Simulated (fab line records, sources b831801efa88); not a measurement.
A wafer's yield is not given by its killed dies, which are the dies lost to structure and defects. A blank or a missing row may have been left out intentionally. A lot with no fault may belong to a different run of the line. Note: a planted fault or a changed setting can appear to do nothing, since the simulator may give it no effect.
Matching of chambers | flow gf180mcu | rie si-01 running GF_STI_ETCH_14: 4 sister chambers
The step etches Si in HBr/Cl2/O2, target depth 360 nm, time 102.9 s. 15 wafers are shown with their chamber, then 7 later ones without.

== WAFERS, EACH WITH ITS CHAMBER ==
wafer  | chamber | drypump motor current A (A) | oes product au (a.u.) | throttle valve pct (%)
L816.1 | 2       | 5.7                         | 0.977                 | 25.670
L816.3 | 3       | 6.1                         | 1.007                 | 25.653
L816.5 | 2       | 5.7                         | 0.974                 | 25.673
L817.5 | 1       | 5.1                         | 0.987                 | 25.666
L817.6 | 0       | 5.6                         | 1.011                 | 25.666
L821.1 | 3       | 6.1                         | 1.002                 | 25.646
L821.4 | 1       | 5.1                         | 0.983                 | 25.667
L821.5 | 2       | 5.7                         | 0.967                 | 25.663
L822.1 | 1       | 5.2                         | 0.986                 | 25.641
L822.3 | 2       | 5.6                         | 0.975                 | 25.673
L822.6 | 2       | 5.7                         | 0.986                 | 25.674
L827.1 | 2       | 5.7                         | 0.980                 | 25.659
L827.4 | 0       | 5.5                         | 1.003                 | 25.644
L827.6 | 0       | 5.5                         | 1.001                 | 25.647
L828.2 | 0       | 5.6                         | 1.020                 | 25.655

SIGNATURES, as means of the wafers listed above
reading                 | chamber 0 | chamber 1 | chamber 2 | chamber 3 | scatter within a chamber
drypump motor current A | 5.550     | 5.133     | 5.683     | 6.100     | 0.0477
oes product au          | 1.00875   | 0.98533   | 0.97650   | 1.00450   | 0.00638
throttle valve pct      | 25.65300  | 25.65800  | 25.66867  | 25.64950  | 0.00925
Rule: distance of a wafer from a chamber = root of the sum over the readings of ((wafer's reading minus chamber's mean) / reading's scatter) squared. The wafer belongs to the nearest chamber; if the next one is less than 2 further off, it can't be placed. How the scatter is found: for the shown wafers, subtract from each reading the mean of its chamber, square and add these, divide the total by (wafers less chambers), then take the root.

== WAFERS WITH NO CHAMBER GIVEN ==
wafer  | drypump motor current A (A) | oes product au (a.u.) | throttle valve pct (%)
L828.3 | 6.1                         | 1.021                 | 25.632
L828.4 | 5.2                         | 0.983                 | 25.670
L831.2 | 5.7                         | 0.977                 | 25.682
L831.5 | 5.7                         | 0.980                 | 25.666
L834.1 | 6.1                         | 1.008                 | 25.647
L834.3 | 5.6                         | 1.015                 | 25.639
L834.5 | 5.7                         | 0.976                 | 25.673

== WHICH CHAMBER EACH WENT THROUGH ==
wafer  | from the rows above | in truth
L828.3 | 3                   | 3
L828.4 | 1                   | 1
L831.2 | 2                   | 2
L831.5 | 2                   | 2
L834.1 | 3                   | 3
L834.3 | 0                   | 0
L834.5 | 2                   | 2
Placed correctly: 7 of 7. Left unplaced by these rows: 0. Wrongly placed: 0.
